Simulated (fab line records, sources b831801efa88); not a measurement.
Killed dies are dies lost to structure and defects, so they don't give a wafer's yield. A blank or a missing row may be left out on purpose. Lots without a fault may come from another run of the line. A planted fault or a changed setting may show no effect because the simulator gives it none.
Chamber matching | flow gf180mcu | GF_PASSIVATION_CVD_00 on pecvd-04: 3 sister chambers
The step deposits SiO2 from TEOS, target thk 1000 nm, time 111.95 s. 6 wafers are shown with their chamber, then 8 later ones without.

WAFERS WITH THEIR CHAMBER
wafer  | chamber | rf_fwd_power_W (W) | heater_power_w (W)
L084.3 | 1       | 592.5              | 742
L084.6 | 0       | 596.3              | 710
L085.2 | 2       | 596.0              | 645
L085.4 | 1       | 592.9              | 598
L085.6 | 2       | 595.9              | 721
L089.1 | 0       | 598.2              | 612

WAFERS WITHOUT THEIR CHAMBER
wafer  | rf_fwd_power_W (W) | heater_power_w (W)
L089.3 | 599.0              | 713
L089.5 | 597.5              | 658
L090.1 | 596.6              | 699
L090.3 | 598.2              | 793
L090.6 | 597.3              | 730
L096.3 | 598.4              | 639
L096.4 | 595.0              | 694
L096.6 | 595.6              | 597

WHICH CHAMBER EACH WENT THROUGH
wafer  | from the rows above          | in truth
L089.3 | can't be placed: 0 or 2      | 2
L089.5 | can't be placed: 0 or 2      | 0
L090.1 | can't be placed: 2 or 0      | 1
L090.3 | can't be placed: 0 or 2      | 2
L090.6 | can't be placed: 0 or 2      | 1
L096.3 | can't be placed: 0 or 2      | 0
L096.4 | can't be placed: 2 or 0 or 1 | 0
L096.6 | can't be placed: 2 or 0      | 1
Placed correctly: 0 of 8. Can't be placed from these rows: 8 (the true chamber is among the candidates in 5). Placed wrongly: 0.
How it was worked out, from the rows above alone: a wafer's distance from a chamber is the root of the sum, over the readings, of the square of ((its reading less the chamber's mean) divided by the reading's scatter). The wafer belongs to the nearest chamber; if the next one is less than 2 further off, it can't be placed. A chamber's mean is the mean of its shown wafers. The scatter: the root of (the sum of the squares of (reading less its chamber's mean) over the shown wafers, divided by (wafers less chambers)).
